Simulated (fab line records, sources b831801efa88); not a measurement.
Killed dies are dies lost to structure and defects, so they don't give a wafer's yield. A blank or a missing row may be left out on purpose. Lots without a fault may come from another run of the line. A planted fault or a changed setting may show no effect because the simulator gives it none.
fab line records | flow sfq_line
record lots=14 wafers=42 last_day=92
route steps=325 shown I0@45 M1@59 I2@103
lots that met no fault: from a run of the same line without faults
start_h: hours from the record's first day to the start of the lot's first wafer shown | wait_h: hours since the lot's step before | " the same as in the row above | L1.1+2: a row that stands for several wafers | - no value, or no start given | * or withheld: withheld | < > ~ a bound
route shown NAME@n: a module of which the file shows steps, and the number in the route of the first | usual: mean/standard deviation of fault-free wafers | same: alike in all rows | chamber/n: place in a boat | sites: the reading at each site | _std_site: their standard deviation | _edge_site: outer sites' mean less inner sites' | radius_mm: how far each site lies from the wafer's centre | mask NAME#n: copy n | behind: the tool/chamber that last shaped the wafer | hold: why the lot was held/for how many hours/how that ended | device: the transistor (n, p or np) that didn't switch | end of line: the same wafers' tests at the end of the route | a step without rows: its recipe alone | killed: dies lost to structure and defects at the first sort, not the wafer's yield | map: a wafer's dies, x killed, . not, _ none there
set.NAME: the setting as run; set.NAME@STEP: as run at that earlier step | model.NAME: the simulator's own value behind a step, which no gauge read
steps of the route over a sample of lots; a table a step, a row a wafer
services: from which hour (start_h, from the record's first day; less than 0 if before it) a tool's chamber was out of use, for how many hours, and why
## steps
# step SFQ_I0_BOW_MEAS_907
# recipe mode=bow
# usual I0_BOW=1/6.5
# columns lot.wafer tool chamber start_h wait_h I0_BOW[um]
L369.4 film_metro-01 - 270.64 2.6 12
L369.5 " - " " 7
L369.6 " - " " 6
L370.1 film_metro-01 - 276.37 2.0 7
L370.2 " - " " 7
L370.5 " - " " 8
L371.1 film_metro-01 - 295.65 1.5 6
L371.3 " - " " -4
L371.4 " - " " 6
L373.1 film_metro-02 - 313.65 2.5 6
L373.4 " - " " -1
L373.5 " - " " 10
L375.1 film_metro-04 - 325.88 1.0 3
L375.3 " - " " 7
L375.5 " - " " 2
L376.1 film_metro-02 - 339.89 1.0 -1
L376.2 " - " " -14
L376.4 " - " " 6
L378.4 film_metro-02 - 354.35 2.6 5
L378.5 " - " " 8
L378.6 " - " " -1
L379.2 film_metro-04 - 364.09 2.0 3
L379.3 " - " " 3
L379.5 " - " " 7
L382.3 film_metro-02 - 389.23 1.0 3
L382.4 " - " " 5
L382.6 " - " " 0
L383.2 film_metro-02 - 398.98 1.0 1
L383.3 " - " " 3
L383.5 " - " " 14
L384.1 film_metro-04 - 407.36 2.0 9
L384.3 " - " " 7
L384.5 " - " " 1
L385.1 film_metro-04 - 414.40 1.5 1
L385.5 " - " " -4
L385.6 " - " " -11
L386.1 film_metro-04 - 420.40 1.0 -1
L386.2 " - " " -14
L386.5 " - " " -9
L391.1 film_metro-02 - 474.82 1.5 -6
L391.2 " - " " -12
L391.6 " - " " -3
# step SFQ_TRILAYER_M1_DEP_SPUTTER_037
# recipe material=Nb base_pressure_pa=1.33e-06 chamber_pressure_pa=0.1333 substrate_temp_c=20 resputter_cathode_voltage_v=400 target_thk_nm=200 power_w=2000 time_s=133.3
# usual throttle_valve_pct=30.2/1.2
# columns lot.wafer tool chamber start_h wait_h throttle_valve_pct
L369.4 pvd_sputter-06 - 304.58 0.0 30.0
L369.5 " - " " 29.6
L369.6 " - " " 31.4
L370.1 pvd_sputter-05 - 305.78 0.0 31.6
L370.2 " - " " 28.1
L370.5 " - " " 31.1
L371.1 pvd_sputter-06 - 310.58 0.0 30.0
L371.3 " - " " 29.6
L371.4 " - " " 30.7
L373.1 pvd_sputter-05 - 333.64 0.0 31.5
L373.4 " - " " 28.4
L373.5 " - " " 28.1
L375.1 pvd_sputter-06 - 338.46 0.0 29.6
L375.3 " - " " 31.1
L375.5 " - " " 30.0
L376.1 pvd_sputter-03 - 344.78 0.0 29.7
L376.2 " - " " 29.5
L376.4 " - " " 27.9
L378.4 pvd_sputter-03 - 358.87 0.0 29.3
L378.5 " - " " 29.6
L378.6 " - " " 28.4
L379.2 pvd_sputter-03 - 368.77 0.0 30.8
L379.3 " - " " 27.9
L379.5 " - " " 29.9
L382.3 pvd_sputter-05 - 393.76 0.0 31.1
L382.4 " - " " 28.1
L382.6 " - " " 31.0
L383.2 pvd_sputter-03 - 404.42 0.0 29.7
L383.3 " - " " 29.5
L383.5 " - " " 28.2
L384.1 pvd_sputter-03 - 411.92 0.0 28.1
L384.3 " - " " 29.7
L384.5 " - " " 29.7
L385.1 pvd_sputter-05 - 419.37 0.0 31.5
L385.5 " - " " 31.2
L385.6 " - " " 31.4
L386.1 pvd_sputter-05 - 424.98 0.0 28.3
L386.2 " - " " 31.2
L386.5 " - " " 31.2
L391.1 pvd_sputter-06 - 629.57 0.0 31.4
L391.2 " - " " 30.5
L391.6 " - " " 31.6
# step SFQ_M1_RS_MEAS_909
# recipe thk_meas_gauge=four-point-probe reads=Nb_of_TRILAYER_M1_DEP_SPUTTER_037
# usual M1_NB_RS=0.885/0.013
# columns lot.wafer tool chamber start_h wait_h M1_NB_RS[ohm/sq]
L369.4 film_metro-03 - 304.73 0.1 0.901
L369.5 " - " " 0.922
L369.6 " - " " 0.902
L370.1 film_metro-01 - 305.87 0.0 0.868
L370.2 " - " " 0.886
L370.5 " - " " 0.868
L371.1 film_metro-02 - 310.67 0.0 0.911
L371.3 " - " " 0.921
L371.4 " - " " 0.899
L373.1 film_metro-02 - 333.73 0.0 0.872
L373.4 " - " " 0.878
L373.5 " - " " 0.879
L375.1 film_metro-01 - 338.55 0.0 0.903
L375.3 " - " " 0.897
L375.5 " - " " 0.894
L376.1 film_metro-01 - 344.87 0.0 0.892
L376.2 " - " " 0.867
L376.4 " - " " 0.889
L378.4 film_metro-01 - 359.02 0.1 0.876
L378.5 " - " " 0.869
L378.6 " - " " 0.900
L379.2 film_metro-03 - 368.88 0.1 0.896
L379.3 " - " " 0.913
L379.5 " - " " 0.904
L382.3 film_metro-02 - 393.90 0.1 0.892
L382.4 " - " " 0.889
L382.6 " - " " 0.884
L383.2 film_metro-02 - 404.53 0.1 0.883
L383.3 " - " " 0.870
L383.5 " - " " 0.895
L384.1 film_metro-03 - 412.01 0.0 0.914
L384.3 " - " " 0.895
L384.5 " - " " 0.895
L385.1 film_metro-02 - 419.46 0.0 0.470
L385.5 " - " " 0.872
L385.6 " - " " 0.866
L386.1 film_metro-01 - 425.07 0.0 0.471
L386.2 " - " " 0.869
L386.5 " - " " 0.867
L391.1 film_metro-03 - 629.66 0.0 0.885
L391.2 " - " " 0.877
L391.6 " - " " 0.876
# step SFQ_TRILAYER_M1_ETCH_METAL_ETCH_042
# recipe target=Nb stop_on=SiO2 mask_material=PR chemistry=Cl2/Ar target_depth_nm=240 icp_w=600 bias_w=80 pressure_mtorr=10 time_s=120
# usual drypump_motor_current_A=5.6/0.35 oes_product_au=0.898/0.0088 rf_fwd_power_W=597.1/1.9
# columns lot.wafer tool chamber start_h wait_h drypump_motor_current_A oes_product_au rf_fwd_power_W rf_hours_counter_h
L369.4 rie_metal-03 1 423.65 0.1 5.1 0.888 598.6 -
L369.5 " 0 " " 5.9 0.874 597.9 -
L369.6 " 1 " " 5.1 0.885 594.2 -
L370.1 rie_metal-01 1 428.53 0.0 6.0 0.907 595.7 24
L370.2 " 0 " " 5.3 0.900 597.1 17
L370.5 " 0 " " 5.3 0.909 599.9 -
L371.1 rie_metal-01 0 434.53 0.0 5.3 0.879 600.6 18
L371.3 " 0 " " 5.3 0.876 603.4 -
L371.4 " 1 " " 6.0 0.896 593.1 -
L373.1 rie_metal-04 0 471.87 0.0 5.4 0.910 597.7 143
L373.4 " 1 " " 5.5 0.906 594.2 -
L373.5 " 1 " " 5.5 0.900 598.1 -
L375.1 rie_metal-03 1 481.47 0.0 5.1 0.896 597.4 67
L375.3 " 0 " " 5.9 0.902 598.1 -
L375.5 " 0 " " 5.9 0.891 598.4 -
L376.1 rie_metal-03 1 493.41 0.1 5.2 0.901 596.5 69
L376.2 " 0 " " 5.9 0.912 595.2 87
L376.4 " 1 " " 5.2 0.897 595.7 -
L378.4 rie_metal-01 1 515.43 0.1 6.0 0.903 596.8 -
L378.5 " 0 " " 5.3 0.901 597.6 -
L378.6 " 1 " " 6.0 0.882 596.1 -
L379.2 rie_metal-01 0 526.14 0.0 5.3 0.900 600.2 33
L379.3 " 1 " " 6.0 0.883 598.7 -
L379.5 " 1 " " 6.0 0.892 597.8 -
L382.3 rie_metal-03 1 552.97 0.1 5.2 0.893 597.0 -
L382.4 " 0 " " 5.9 0.897 598.4 -
L382.6 " 0 " " 5.9 0.899 599.5 -
L383.2 rie_metal-03 0 564.93 0.0 6.0 0.900 596.9 98
L383.3 " 0 " " 6.0 0.907 599.4 -
L383.5 " 1 " " 5.1 0.891 596.3 -
L384.1 rie_metal-04 1 570.99 0.1 5.5 0.882 595.2 101
L384.3 " 1 " " 5.5 0.886 595.3 -
L384.5 " 1 " " 5.5 0.890 594.3 -
L385.1 rie_metal-01 0 582.93 0.0 5.3 0.994 600.4 40
L385.5 " 0 " " 5.3 0.904 600.9 -
L385.6 " 1 " " 6.0 0.908 596.3 -
L386.1 rie_metal-01 0 588.93 0.0 5.3 1.008 597.6 41
L386.2 " 1 " " 6.0 0.910 596.3 48
L386.5 " 0 " " 5.3 0.899 597.1 -
L391.1 rie_metal-01 1 784.37 0.0 6.0 0.902 595.5 72
L391.2 " 0 " " 5.3 0.903 598.0 65
L391.6 " 1 " " 6.0 0.906 596.9 -
# step SFQ_TRILAYER_I2_DEP_PECVD_063
# recipe material=SiO2 temp_c=150 time_s=111.11 pressure_torr=2.4 rf_w=183.3 precursor=SiH4/N2O target_thk_nm=500
# usual chamber_pressure_Torr=2.400/0.0055 heater_power_outer_w=28/6.9 heater_power_w=79/14 rf_fwd_power_W=182.1/0.58 throttle_valve_pct=24.0/0.9
# columns lot.wafer tool chamber start_h wait_h chamber_pressure_Torr heater_power_outer_w heater_power_w rf_fwd_power_W throttle_valve_pct
L369.4 pecvd-03 0 751.71 0.0 2.396 28 88 182.0 24.3
L369.5 " 2 " " 2.399 28 83 182.0 25.6
L369.6 " 1 " " 2.401 37 94 181.5 24.5
L370.1 pecvd-04 2 755.27 0.0 2.392 23 70 182.0 23.1
L370.2 " 1 " " 2.385 24 76 181.9 22.8
L370.5 " 2 " " 2.394 23 72 181.0 23.1
L371.1 pecvd-03 2 758.87 0.0 2.396 27 80 182.1 25.5
L371.3 " 1 " " 2.392 34 92 181.9 24.5
L371.4 " 0 " " 2.395 33 96 182.4 24.2
L373.1 pecvd-04 0 790.09 0.0 2.404 17 56 182.3 24.2
L373.4 " 1 " " 2.401 32 86 181.2 23.0
L373.5 " 2 " " 2.411 18 67 181.7 22.9
L375.1 pecvd-02 0 803.40 0.0 2.406 35 85 183.1 24.8
L375.3 " 1 " " 2.398 22 60 182.1 23.9
L375.5 " 1 " " 2.400 24 63 182.2 23.6
L376.1 pecvd-04 2 815.52 0.0 2.394 20 69 181.1 23.2
L376.2 " 0 " " 2.401 22 61 182.4 24.5
L376.4 " 0 " " 2.407 23 63 182.2 24.3
L378.4 pecvd-02 1 839.69 0.0 2.399 25 67 182.5 23.7
L378.5 " 0 " " 2.408 37 88 181.9 24.9
L378.6 " 2 " " 2.412 17 60 182.2 23.3
L379.2 pecvd-03 0 850.45 0.0 2.402 37 100 182.8 24.2
L379.3 " 2 " " 2.399 33 89 182.3 25.6
L379.5 " 0 " " 2.400 38 104 183.1 24.1
L382.3 pecvd-04 0 878.17 0.0 2.402 17 56 182.9 24.7
L382.4 " 2 " " 2.400 25 75 181.9 23.1
L382.6 " 0 " " 2.400 20 59 182.8 24.7
L383.2 pecvd-02 1 892.15 0.0 2.400 23 60 182.2 24.1
L383.3 " 2 " " 2.394 28 74 182.7 23.2
L383.5 " 2 " " 2.402 18 58 181.5 23.4
L384.1 pecvd-03 2 898.15 0.0 2.401 32 91 183.1 25.4
L384.3 " 1 " " 2.400 30 83 180.9 24.2
L384.5 " 2 " " 2.410 34 89 182.1 25.7
L385.1 pecvd-04 0 902.15 0.0 2.407 24 64 182.4 24.9
L385.5 " 1 " " 2.405 31 88 182.7 23.4
L385.6 " 2 " " 2.396 23 71 181.5 23.2
L386.1 pecvd-04 0 911.76 0.0 2.407 21 62 182.1 24.9
L386.2 " 1 " " 2.403 29 84 182.1 23.4
L386.5 " 1 " " 2.397 31 85 182.1 23.7
L391.1 pecvd-03 2 1089.85 0.0 2.398 45 107 181.1 23.8
L391.2 " 0 " " 2.399 42 111 183.5 22.1
L391.6 " 2 " " 2.395 46 111 181.3 23.7
# step SFQ_I2_OVL_MEAS_918
# usual I2_OVL=2/6.2
# columns lot.wafer tool chamber start_h wait_h I2_OVL[nm]
L369.4 overlay-02 - 917.97 0.1 -9
L369.5 " - " " -3
L369.6 " - " " 6
L370.1 overlay-01 - 921.55 0.1 7
L370.2 " - " " 3
L370.5 " - " " 11
L371.1 overlay-01 - 923.95 0.1 -3
L371.3 " - " " -5
L371.4 " - " " -4
L373.1 overlay-01 - 949.15 0.1 -7
L373.4 " - " " 7
L373.5 " - " " -8
L375.1 overlay-01 - 958.75 0.1 15
L375.3 " - " " 16
L375.5 " - " " 7
L376.1 overlay-02 - 968.35 0.1 -4
L376.2 " - " " 10
L376.4 " - " " 9
L378.4 overlay-02 - 989.02 0.1 8
L378.5 " - " " 3
L378.6 " - " " -2
L379.2 overlay-02 - 1007.13 0.1 -2
L379.3 " - " " -3
L379.5 " - " " -8
L382.3 overlay-01 - 1034.74 0.1 1
L382.4 " - " " -3
L382.6 " - " " 5
L383.2 overlay-01 - 1047.93 0.1 8
L383.3 " - " " 10
L383.5 " - " " 12
L384.1 overlay-02 - 1056.32 0.1 1
L384.3 " - " " 5
L384.5 " - " " 8
L385.1 overlay-02 - 1063.52 0.1 4
L385.5 " - " " 4
L385.6 " - " " 12
L386.1 overlay-02 - 1064.85 0.1 -4
L386.2 " - " " 7
L386.5 " - " " 0
L391.1 overlay-01 - 1235.70 0.1 -4
L391.2 " - " " -6
L391.6 " - " " -9
## services
# columns tool chamber start_h hours kind
rie_metal-01 0 313.05 14.9 repair
pvd_sputter-03 - 348.63 2.7 repair
pecvd-03 0 362.35 7.2 repair
pecvd-04 0 381.81 15.0 repair
pecvd-04 2 386.85 3.5 repair
pecvd-04 1 427.03 5.5 repair
rie_metal-03 - 440.95 0.4 repair
pecvd-03 - 484.92 2.3 repair
rie_metal-03 - 498.78 4.6 repair
pvd_sputter-03 - 534.84 9.0 repair
pvd_sputter-03 - 550.20 19.1 repair
pecvd-04 - 551.11 2.8 pm
pecvd-04 - 563.75 14.0 pm
pvd_sputter-05 - 576.80 1.9 repair
pecvd-03 0 581.46 10.3 repair
pecvd-03 - 583.93 14.6 pm
pvd_sputter-03 - 645.32 2.3 repair
pecvd-03 - 718.06 1.6 repair
pecvd-04 2 802.87 3.9 repair
rie_metal-01 - 883.20 14.6 pm
pecvd-04 - 989.92 6.0 pm
rie_metal-01 - 1036.86 0.3 repair
rie_metal-01 - 1037.41 2.8 pm
rie_metal-01 1 1085.12 9.8 repair
## key
first_sign step=SFQ_M1_RS_MEAS_909 reading=M1_NB_RS direction=down sigmas=32 usual=0.885 struck=0.470
effect step=SFQ_TRILAYER_M1_ETCH_METAL_ETCH_042 reading=oes_product_au direction=up sigmas=12 usual=0.898 struck=1.001
met_at SFQ_TRILAYER_M1_DEP_SPUTTER_037
struck_lots L385,L386
struck_wafers L385.1,L386.1
not_acting_at SFQ_I0_BOW_MEAS_907,SFQ_TRILAYER_I2_DEP_PECVD_063,SFQ_I2_OVL_MEAS_918
onset_between 393.76 419.37
fault kind=process_parameter_drift tool=pvd_sputter-05 chamber=- onset_h=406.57 steps=SFQ_TRILAYER_M1_DEP_SPUTTER_037 channel=target_thk_nm offset=172.2 shape=step end_h=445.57 scope=struck_wafers_only acts_in=these_recipes_only stated=200
